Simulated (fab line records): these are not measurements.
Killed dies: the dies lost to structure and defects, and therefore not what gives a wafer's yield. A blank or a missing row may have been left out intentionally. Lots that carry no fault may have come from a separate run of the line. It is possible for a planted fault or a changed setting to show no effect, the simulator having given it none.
Which tool did it?	flow gf180mcu	13 lots, 39 wafers sampled, at 2 steps of a route of 602

WHAT THE GAUGES READ, wafer by wafer
GF_MIM_RS_MEAS_10: measures by four-point-probe.
lot	measured	on	MIM_ALCU_RS (ohm/sq)
L628	day 24 12:33	film metro-03	0.1578 0.1590 0.1587
L630	day 25 03:07	film metro-04	0.1598 0.1591 0.1596
L631	day 25 12:59	film metro-04	0.1601 0.1591 0.1590
L636	day 27 04:54	film metro-03	0.1607 0.1615 0.1606
L638	day 27 19:46	film metro-04	0.1635 0.1604 0.1620
L641	day 28 19:58	film metro-04	0.1588 0.1597 0.1573
L642	day 29 00:29	film metro-04	0.1603 0.1592 0.1596
L643	day 29 03:37	film metro-03	0.1617 0.1619 0.1624
L647	day 30 09:06	film metro-03	0.1612 0.1612 0.1609
L648	day 30 12:38	film metro-04	0.1604 0.1616 0.1607
L649	day 30 21:17	film metro-01	0.1599 0.1595 0.1602
L650	day 31 03:43	film metro-01	0.1629 0.1607 0.1614
L651	day 31 14:05	film metro-03	0.1606 0.1601 0.1606

GF_V5_CD_MEAS_14 targets a cd of 260 nm.
lot	measured	on	cd nm (nm)
L628	day 27 05:00	cd sem-01	261.3 261.3 260.7
L630	day 27 18:29	cd sem-01	259.9 260.2 259.9
L631	day 28 03:16	cd sem-02	258.9 258.7 259.5
L636	day 29 18:02	cd sem-01	260.6 259.2 260.3
L638	day 30 06:44	cd sem-01	260.4 258.7 258.7
L641	day 31 05:30	cd sem-02	261.1 261.8 260.2
L642	day 31 08:46	cd sem-01	259.8 259.9 260.1
L643	day 31 11:31	cd sem-02	262.0 258.9 259.5
L647	day 32 15:13	cd sem-01	262.2 262.5 262.5
L648	day 32 17:08	cd sem-02	259.4 260.4 259.7
L649	day 33 01:34	cd sem-01	260.7 260.4 260.9
L650	day 33 07:48	cd sem-02	259.5 261.0 260.4
L651	day 33 16:32	cd sem-01	261.7 261.7 261.9

WHAT TOOL EACH LOT RAN ON (gives the tool, then ch and the chambers of the sampled wafers, and finally the start)
The record holds no process step before these readings.

WHAT THE TOOLS THEMSELVES READ (means of the sampled wafers that have a number; where no wafer has one, the mark that the record gives instead)
The record holds no such reading with a usual standard deviation.

THE ANSWER, worked out from the rows above alone
Rule: what is usual is taken from the lots themselves. The widest of any qualifying gaps counts: lots, ordered by their means at a reading, are off when they make up no more than a third of the lots, leave a main group of 4 or more, and stand apart from it by 3 or more times the standard deviation of that group's means. A main group is skipped when, at the precision printed for the reading in the tables above, its means are all equal. Also off: a lot with no number at a reading for which 4 or more lots have one. The other lots that the step has rows for count as sound. The gauges are gone through in route order, then the tools' own readings, and for those a lot's mean is taken as printed above. The first step at which some lot is off is used, and at that step the reading that is off furthest; a lot without a number counts as furthest.
No lot is off at any reading shown: from this, nothing can be told.

WHAT THE SIMULATOR PUT IN
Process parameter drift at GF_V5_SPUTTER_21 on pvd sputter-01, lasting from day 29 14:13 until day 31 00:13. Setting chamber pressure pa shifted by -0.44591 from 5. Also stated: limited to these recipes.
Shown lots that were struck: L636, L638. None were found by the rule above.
